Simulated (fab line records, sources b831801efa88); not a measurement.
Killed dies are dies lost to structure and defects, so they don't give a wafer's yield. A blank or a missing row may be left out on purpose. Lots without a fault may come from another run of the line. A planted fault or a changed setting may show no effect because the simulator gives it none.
fab line records | flow gf180mcu
record lots=15 wafers=45 last_day=34
route steps=602 shown M5@533 V5@542 TOP_METAL@580
lots that met no fault: from a run of the same line without faults
start_h: hours from the record's first day to the start of the lot's first wafer shown | wait_h: hours since the lot's step before | " the same as in the row above | L1.1+2: a row that stands for several wafers | - no value, or no start given | * or withheld: withheld | < > ~ a bound
route shown NAME@n: a module of which the file shows steps, and the number in the route of the first | usual: mean/standard deviation of fault-free wafers | same: alike in all rows | chamber/n: place in a boat | sites: the reading at each site | _std_site: their standard deviation | _edge_site: outer sites' mean less inner sites' | radius_mm: how far each site lies from the wafer's centre | mask NAME#n: copy n | behind: the tool/chamber that last shaped the wafer | hold: why the lot was held/for how many hours/how that ended | device: the transistor (n, p or np) that didn't switch | end of line: the same wafers' tests at the end of the route | a step without rows: its recipe alone | killed: dies lost to structure and defects at the first sort, not the wafer's yield | map: a wafer's dies, x killed, . not, _ none there
set.NAME: the setting as run; set.NAME@STEP: as run at that earlier step | model.NAME: the simulator's own value behind a step, which no gauge read
steps of the route over a sample of lots; a table a step, a row a wafer
services: from which hour (start_h, from the record's first day; less than 0 if before it) a tool's chamber was out of use, for how many hours, and why
## steps
# step GF_M5_CD_MEAS_07
# recipe target_cd_nm=280
# usual cd_nm=279.6/1.1
# columns lot.wafer tool chamber start_h wait_h cd_nm
L362.3 cd_sem-02 - 623.50 0.1 281.1
L362.4 " - " " 281.4
L362.6 " - " " 280.6
L363.2 cd_sem-01 - 630.47 0.1 279.5
L363.5 " - " " 280.9
L363.6 " - " " 280.2
L364.1 cd_sem-01 - 643.10 0.1 277.9
L364.2 " - " " 278.9
L364.5 " - " " 279.7
L365.1 cd_sem-01 - 646.45 0.1 280.5
L365.2 " - " " 279.3
L365.5 " - " " 279.3
L366.3 cd_sem-01 - 664.64 0.1 281.5
L366.4 " - " " 281.5
L366.5 " - " " 281.1
L367.1 cd_sem-02 - 668.20 0.1 281.0
L367.4 " - " " 280.5
L367.6 " - " " 280.4
L369.3 cd_sem-01 - 672.50 0.1 281.2
L369.4 " - " " 280.2
L369.6 " - " " 280.9
L368.1 cd_sem-01 - 673.45 0.1 278.4
L368.4 " - " " 278.4
L368.6 " - " " 278.1
L371.2 cd_sem-01 - 703.88 0.1 280.1
L371.3 " - " " 278.6
L371.6 " - " " 278.2
L376.2 cd_sem-01 - 725.87 0.1 279.9
L376.5 " - " " 280.6
L376.6 " - " " 280.1
L377.1 cd_sem-02 - 730.06 0.1 279.3
L377.2 " - " " 278.4
L377.3 " - " " 278.6
L378.2 cd_sem-02 - 743.47 0.1 279.1
L378.5 " - " " 278.1
L378.6 " - " " 277.8
L380.1 cd_sem-02 - 749.59 0.1 279.8
L380.4 " - " " 279.6
L380.6 " - " " 279.3
L381.1 cd_sem-01 - 759.25 0.1 280.7
L381.5 " - " " 281.5
L381.6 " - " " 280.3
L382.2 cd_sem-02 - 761.33 0.1 279.9
L382.3 " - " " 279.0
L382.5 " - " " 277.8
# step GF_V5_CVD_02
# recipe material=SiO2 target_thk_nm=1450 precursor=TEOS temp_c=400 time_s=163.28 rf_w=600
# usual heater_power_w=657/87
# columns lot.wafer tool chamber start_h wait_h heater_power_w since_wet_clean_h
L362.3 pecvd-03 2 624.60 0.0 780 658
L362.4 " 2 " " 621 -
L362.6 " 1 " " 722 -
L363.2 pecvd-04 0 631.53 0.0 594 457
L363.5 " 0 " " 464 -
L363.6 " 1 " " 778 -
L364.1 pecvd-04 2 644.08 0.1 738 469
L364.2 " 1 " " 635 469
L364.5 " 1 " " 729 -
L365.1 pecvd-04 2 647.42 0.1 719 473
L365.2 " 0 " " 591 473
L365.5 " 0 " " 474 -
L366.3 pecvd-03 2 665.74 0.0 745 699
L366.4 " 0 " " 830 -
L366.5 " 1 " " 775 -
L367.1 pecvd-03 0 669.17 0.1 703 703
L367.4 " 2 " " 759 -
L367.6 " 1 " " 740 -
L369.3 pecvd-03 1 673.41 0.0 745 707
L369.4 " 0 " " 652 -
L369.6 " 2 " " 749 -
L368.1 pecvd-01 2 674.43 0.1 701 292
L368.4 " 0 " " 608 -
L368.6 " 2 " " 589 -
L371.2 pecvd-04 1 704.84 0.0 744 530
L371.3 " 0 " " 608 530
L371.6 " 1 " " 612 -
L376.2 pecvd-01 2 726.86 0.0 707 344
L376.5 " 1 " " 512 -
L376.6 " 0 " " 514 -
L377.1 pecvd-04 1 731.07 0.1 706 556
L377.2 " 0 " " 512 556
L377.3 " 2 " " 753 556
L378.2 pecvd-03 0 744.40 0.0 805 778
L378.5 " 2 " " 765 -
L378.6 " 0 " " 667 -
L380.1 pecvd-01 0 750.59 0.1 641 368
L380.4 " 2 " " 736 -
L380.6 " 0 " " 503 -
L381.1 pecvd-01 2 760.19 0.1 690 377
L381.5 " 1 " " 518 -
L381.6 " 0 " " 649 -
L382.2 pecvd-01 1 762.32 0.0 545 379
L382.3 " 0 " " 580 379
L382.5 " 2 " " 717 -
# step GF_V5_CMP_26
# recipe stop_on=SiO2 down_force_psi=3.5 platen_rpm=60 t_overpolish_s=15 target_thk_nm=0 pad_velocity_m_s=0.94248
# usual motor_current_A=10.9/0.93 overpolish_run_s=15.000/0.0088 time_to_endpoint_s=86/3.5
# columns lot.wafer tool chamber start_h wait_h motor_current_A overpolish_run_s time_to_endpoint_s
L362.3 cmp-02 3 646.23 0.1 11.7 14.983 92
L362.4 " 0 " " 10.4 14.989 85
L362.6 " 3 " " 10.6 15.006 91
L363.2 cmp-02 1 653.43 0.1 11.5 14.989 84
L363.6 " 3 " " 11.6 14.994 94
L363.5 " 0 " " 10.1 14.997 84
L364.2 cmp-02 3 665.14 0.0 11.5 15.002 90
L364.1 " 1 " " 11.1 15.002 89
L364.5 " 0 " " 10.9 15.003 88
L365.2 cmp-02 2 668.89 0.1 9.4 15.012 85
L365.1 " 3 " " 11.4 15.006 91
L365.5 " 0 " " 10.1 14.996 86
L366.3 cmp-02 1 686.98 0.0 11.0 14.989 88
L366.4 " 0 " " 10.9 14.997 83
L366.5 " 1 " " 11.5 14.987 84
L367.1 cmp-01 0 689.84 0.1 10.4 15.004 91
L367.4 " 1 " " 12.6 14.992 88
L367.6 " 3 " " 11.8 15.002 92
L369.4 cmp-02 0 694.13 0.3 10.5 14.998 81
L369.3 " 2 " " 9.8 14.992 81
L369.6 " 3 " " 11.8 15.004 87
L368.4 cmp-02 2 695.44 0.0 9.6 14.989 82
L368.1 " 3 " " 11.1 15.014 84
L368.6 " 2 " " 9.7 15.005 80
L371.3 cmp-01 3 724.97 0.1 12.2 15.002 83
L371.2 " 0 " " 9.9 14.991 82
L371.6 " 2 " " 9.7 14.998 88
L376.2 cmp-02 1 745.39 0.1 11.6 15.001 86
L376.5 " 0 " " 10.8 14.994 84
L376.6 " 1 " " 10.4 14.999 81
L377.1 cmp-02 0 749.90 0.2 10.4 14.992 81
L377.2 " 1 " " 11.4 15.006 80
L377.3 " 2 " " 9.2 14.999 82
L378.2 cmp-02 2 763.23 0.0 10.1 15.002 85
L378.5 " 2 " " 9.6 15.003 83
L378.6 " 3 " " 11.6 15.001 87
L380.1 cmp-01 1 769.53 0.1 12.4 14.995 81
L380.4 " 3 " " 12.0 14.992 89
L380.6 " 1 " " 12.2 15.011 83
L381.1 cmp-02 2 778.04 0.1 10.6 15.009 87
L381.5 " 1 " " 11.5 15.000 87
L381.6 " 2 " " 10.1 15.007 89
L382.3 cmp-01 2 780.43 0.0 10.0 14.996 86
L382.2 " 0 " " 10.1 14.975 84
L382.5 " 2 " " 10.1 15.025 89
# step GF_TOP_METAL_DEVELOP_13
# recipe develop_time_s=60 dev_temp_c=23
# usual chill_plate_temp_C=23.01/0.1 develop_time_s=60/0 resist_line_temp_C=23.00/0.098
# columns lot.wafer tool chamber start_h wait_h chill_plate_temp_C develop_time_s resist_line_temp_C
L362.3 litho_track-04 0 665.46 0.1 22.98 60 22.94
L362.4 " 0 " " 23.00 60 22.83
L362.6 " 0 " " 23.00 60 22.90
L363.2 litho_track-04 0 673.38 0.1 22.98 60 22.97
L363.5 " 0 " " 22.96 60 22.92
L363.6 " 0 " " 22.96 60 22.95
L364.1 litho_track-02 0 684.55 0.1 23.01 60 22.90
L364.2 " 0 " " 22.89 60 23.02
L364.5 " 0 " " 23.06 60 22.97
L365.1 litho_track-04 0 688.01 0.1 23.13 60 23.16
L365.2 " 0 " " 23.06 60 22.94
L365.5 " 0 " " 23.17 60 23.08
L366.3 litho_track-04 - 705.61 0.1 - - -
L366.4 " - " " - - -
L366.5 " - " " - - -
L367.1 litho_track-04 - 708.51 0.1 - - -
L367.4 " - " " - - -
L367.6 " - " " - - -
L369.3 litho_track-04 - 712.61 0.1 - - -
L369.4 " - " " - - -
L369.6 " - " " - - -
L368.1 litho_track-02 0 713.80 0.1 23.06 60 23.00
L368.4 " 0 " " 23.16 60 23.10
L368.6 " 0 " " 23.11 60 23.05
L371.2 litho_track-03 0 742.03 0.1 22.96 60 23.10
L371.3 " 0 " " 22.87 60 22.96
L371.6 " 0 " " 23.04 60 23.02
L376.2 litho_track-04 0 762.23 0.1 23.06 60 23.07
L376.5 " 0 " " 23.11 60 23.23
L376.6 " 0 " " 23.19 60 23.12
L377.1 litho_track-04 0 767.01 0.1 23.11 60 23.10
L377.2 " 0 " " 23.14 60 23.09
L377.3 " 0 " " 22.90 60 23.05
L378.2 litho_track-04 0 779.13 0.1 22.89 60 23.06
L378.5 " 0 " " 23.01 60 23.01
L378.6 " 0 " " 22.89 60 23.02
L380.1 litho_track-04 0 785.26 0.1 22.99 60 22.94
L380.4 " 0 " " 23.06 60 22.90
L380.6 " 0 " " 23.11 60 22.92
L381.1 litho_track-02 0 793.84 0.1 22.97 60 23.08
L381.5 " 0 " " 22.94 60 23.08
L381.6 " 0 " " 23.02 60 23.04
L382.2 litho_track-04 0 795.93 0.1 23.01 60 23.12
L382.3 " 0 " " 22.96 60 23.05
L382.5 " 0 " " 23.00 60 22.87
## services
# columns tool chamber start_h hours kind
pecvd-03 0 606.01 10.3 repair
litho_track-03 - 609.29 - consumable_replace:filter
pecvd-01 2 680.13 4.6 repair
pecvd-03 - 681.82 0.5 repair
cmp-02 - 691.50 1.0 repair
cmp-01 - 692.70 4.6 pm
cmp-01 - 710.75 2.5 repair
cmp-02 - 715.96 6.3 pm
cmp-01 - 744.13 4.0 pm
cmp-01 - 748.13 - consumable_replace:conditioner
cmp-01 - 748.13 - consumable_replace:pad
cmp-01 - 757.30 7.5 pm
pecvd-03 - 759.68 1.1 repair
pecvd-04 2 780.08 7.1 repair
pecvd-01 - 782.15 0.2 repair
## key
first_sign step=GF_TOP_METAL_DEVELOP_13 reading=tool_record direction=missing
effect none on later readings
met_at GF_TOP_METAL_DEVELOP_13
struck_lots L366,L367,L369
later_rows_left_out L366.3,L366.4,L366.5,L367.1,L367.4,L367.6,L369.3,L369.4,L369.6
sort_left_out L366.3,L366.4,L366.5,L367.1,L367.4,L367.6,L369.3,L369.4,L369.6
not_acting_at GF_M5_CD_MEAS_07,GF_V5_CVD_02,GF_V5_CMP_26
onset_between 688.01 705.61
fault kind=skipped_step_whole tool=litho_track-04 chamber=- onset_h=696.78 steps=GF_TOP_METAL_DEVELOP_13 scope=struck_lots_only
# sort_left_out: the simulated sort isn't trusted on such a fault, so these wafers' sort isn't shown, and their yield isn't known
# later_rows_left_out: the simulator's readings of these wafers behind a module that went badly wrong aren't trusted and aren't shown, but for the sort
